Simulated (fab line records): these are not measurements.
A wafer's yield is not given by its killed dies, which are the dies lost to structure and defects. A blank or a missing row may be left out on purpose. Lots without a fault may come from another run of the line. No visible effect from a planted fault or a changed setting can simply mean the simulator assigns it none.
Which tool is to blame? / flow gf180mcu / 13 lots, 39 wafers sampled, at 2 steps of a route of 602

== WHAT EACH GAUGE READ, for each wafer ==
GF_HV_LDD_THK_MEAS_55. Usual: HV_LDD_CVD_54_THK 9.91 nm, standard deviation 0.13.
lot=L652; measured=day 12 03:49; on=film_metro-03; HV_LDD_CVD_54_THK (nm)=9.89 9.90 9.87; flag=
lot=L653; measured=day 12 12:20; on=film_metro-04; HV_LDD_CVD_54_THK (nm)=10.02 10.17 9.93; flag=
lot=L654; measured=day 13 19:47; on=film_metro-03; HV_LDD_CVD_54_THK (nm)=10.10 10.25 10.17; flag=
lot=L655; measured=day 14 00:07; on=film_metro-03; HV_LDD_CVD_54_THK (nm)=9.89 9.93 9.96; flag=
lot=L657; measured=day 14 03:07; on=film_metro-04; HV_LDD_CVD_54_THK (nm)=9.82 9.80 9.63; flag=
lot=L658; measured=day 14 10:08; on=film_metro-04; HV_LDD_CVD_54_THK (nm)=10.13 10.27; flag=
lot=L665; measured=day 16 23:20; on=film_metro-03; HV_LDD_CVD_54_THK (nm)=9.94 10.00 10.14; flag=
lot=L667; measured=day 17 16:50; on=film_metro-04; HV_LDD_CVD_54_THK (nm)=9.80 9.73 9.79; flag=
lot=L668; measured=day 18 03:46; on=film_metro-03; HV_LDD_CVD_54_THK (nm)=9.78 9.67 9.79; flag=
lot=L671; measured=day 18 22:36; on=film_metro-03; HV_LDD_CVD_54_THK (nm)=9.87 9.88 9.93; flag=
lot=L673; measured=day 19 13:52; on=film_metro-03; HV_LDD_CVD_54_THK (nm)=9.90 9.94 9.87; flag=
lot=L674; measured=day 19 21:49; on=film_metro-01; HV_LDD_CVD_54_THK (nm)=10.08 9.90 10.01; flag=
lot=L675; measured=day 20 06:42; on=film_metro-04; HV_LDD_CVD_54_THK (nm)=9.90 10.03 9.88; flag=

== EACH LOT AND THE TOOL THAT RAN IT (in order: tool; ch and the chambers of the sampled wafers; start) ==
lot=L652; GF_POLY_GATE_ETCH_13=rie_si-02 ch 0,2,3, day 8 23:17
lot=L653; GF_POLY_GATE_ETCH_13=rie_si-01 ch 0,1, day 9 04:55
lot=L654; GF_POLY_GATE_ETCH_13=rie_si-02 ch 0,3, day 10 09:04
lot=L655; GF_POLY_GATE_ETCH_13=rie_si-02 ch 0,2,3, day 10 12:19
lot=L657; GF_POLY_GATE_ETCH_13=rie_si-01 ch 2,3, day 10 14:47
lot=L658; GF_POLY_GATE_ETCH_13=rie_si-01 ch 0,1,2, day 10 21:55
lot=L665; GF_POLY_GATE_ETCH_13=rie_si-02 ch 0,1,2, day 13 04:52
lot=L667; GF_POLY_GATE_ETCH_13=rie_si-02 ch 0,1,3, day 13 22:49
lot=L668; GF_POLY_GATE_ETCH_13=rie_si-01 ch 0,1,2, day 14 08:17
lot=L671; GF_POLY_GATE_ETCH_13=rie_si-01 ch 0,3, day 15 02:19
lot=L673; GF_POLY_GATE_ETCH_13=rie_si-02 ch 0,2,3, day 15 16:20
lot=L674; GF_POLY_GATE_ETCH_13=rie_si-02 ch 0,3, day 15 22:39
lot=L675; GF_POLY_GATE_ETCH_13=rie_si-02 ch 0,2,3, day 16 04:10
- GF_POLY_GATE_ETCH_13: etches poly-Si in HBr/Cl2, stops on SiO2, target depth 198.5 nm, time 69.6 s.

== WHAT THE TOOLS THEMSELVES READ (means of the sampled wafers that have a number; where no wafer has one, the mark that the record gives instead) ==
GF_POLY_GATE_ETCH_13. Usual: chamber_pressure_mTorr 10.000 mTorr, standard deviation 0.0095; drypump_motor_current_A 5.5 A, standard deviation 0.56; oes_product_au 0.981 a.u., standard deviation 0.0089; run_length_s 97.8 s, standard deviation 0.45; throttle_valve_pct 33.684 %, standard deviation 0.01.
lot=L652; tool=rie_si-02; chamber_pressure_mTorr (mTorr)=9.996; drypump_motor_current_A (A)=5.4; oes_product_au (a.u.)=0.980; run_length_s (s)=97.7; throttle_valve_pct (%)=33.675; flag=
lot=L653; tool=rie_si-01; chamber_pressure_mTorr (mTorr)=10.000; drypump_motor_current_A (A)=5.2; oes_product_au (a.u.)=0.981; run_length_s (s)=98.2; throttle_valve_pct (%)=33.682; flag=
lot=L654; tool=rie_si-02; chamber_pressure_mTorr (mTorr)=10.003; drypump_motor_current_A (A)=5.0; oes_product_au (a.u.)=0.971; run_length_s (s)=97.4; throttle_valve_pct (%)=33.676; flag=
lot=L655; tool=rie_si-02; chamber_pressure_mTorr (mTorr)=9.993; drypump_motor_current_A (A)=5.4; oes_product_au (a.u.)=0.982; run_length_s (s)=97.6; throttle_valve_pct (%)=33.677; flag=
lot=L657; tool=rie_si-01; chamber_pressure_mTorr (mTorr)=9.998; drypump_motor_current_A (A)=5.8; oes_product_au (a.u.)=0.977; run_length_s (s)=98.1; throttle_valve_pct (%)=33.679; flag=
lot=L658; tool=rie_si-01; chamber_pressure_mTorr (mTorr)=9.994; drypump_motor_current_A (A)=5.1; oes_product_au (a.u.)=0.970; run_length_s (s)=91.2; throttle_valve_pct (%)=33.692; flag=OFF
lot=L665; tool=rie_si-02; chamber_pressure_mTorr (mTorr)=10.002; drypump_motor_current_A (A)=5.6; oes_product_au (a.u.)=0.976; run_length_s (s)=97.4; throttle_valve_pct (%)=33.698; flag=
lot=L667; tool=rie_si-02; chamber_pressure_mTorr (mTorr)=10.003; drypump_motor_current_A (A)=5.4; oes_product_au (a.u.)=0.986; run_length_s (s)=97.4; throttle_valve_pct (%)=33.678; flag=
lot=L668; tool=rie_si-01; chamber_pressure_mTorr (mTorr)=10.001; drypump_motor_current_A (A)=5.2; oes_product_au (a.u.)=0.986; run_length_s (s)=98.1; throttle_valve_pct (%)=33.696; flag=
lot=L671; tool=rie_si-01; chamber_pressure_mTorr (mTorr)=9.995; drypump_motor_current_A (A)=5.5; oes_product_au (a.u.)=0.988; run_length_s (s)=98.3; throttle_valve_pct (%)=33.688; flag=
lot=L673; tool=rie_si-02; chamber_pressure_mTorr (mTorr)=9.997; drypump_motor_current_A (A)=5.4; oes_product_au (a.u.)=0.980; run_length_s (s)=97.5; throttle_valve_pct (%)=33.685; flag=
lot=L674; tool=rie_si-02; chamber_pressure_mTorr (mTorr)=10.002; drypump_motor_current_A (A)=5.2; oes_product_au (a.u.)=0.981; run_length_s (s)=97.5; throttle_valve_pct (%)=33.666; flag=
lot=L675; tool=rie_si-02; chamber_pressure_mTorr (mTorr)=10.002; drypump_motor_current_A (A)=5.4; oes_product_au (a.u.)=0.978; run_length_s (s)=97.6; throttle_valve_pct (%)=33.691; flag=

== THE ANSWER, worked out from the rows above alone ==
Rule: a lot counts as off when the mean over its wafers that have a number is more than 3 standard deviations away from the usual mean. Also off: a lot with no number at a reading for which 4 or more lots have one. The other lots that the step has rows for count as sound. First the gauges in route order, then the tools' own readings, where a lot's mean is used as printed above. The first step at which some lot is off is used, and at that step the reading that is off furthest; a lot without a number counts as furthest.
Off: L658, at GF_POLY_GATE_ETCH_13 (run_length_s).
A tool fits if, at that step or a process step before it, it ran every lot that is off, and no sound lot after the first of them. No candidate that was tried fits.

== WHAT HAD BEEN PUT IN BY THE SIMULATOR ==
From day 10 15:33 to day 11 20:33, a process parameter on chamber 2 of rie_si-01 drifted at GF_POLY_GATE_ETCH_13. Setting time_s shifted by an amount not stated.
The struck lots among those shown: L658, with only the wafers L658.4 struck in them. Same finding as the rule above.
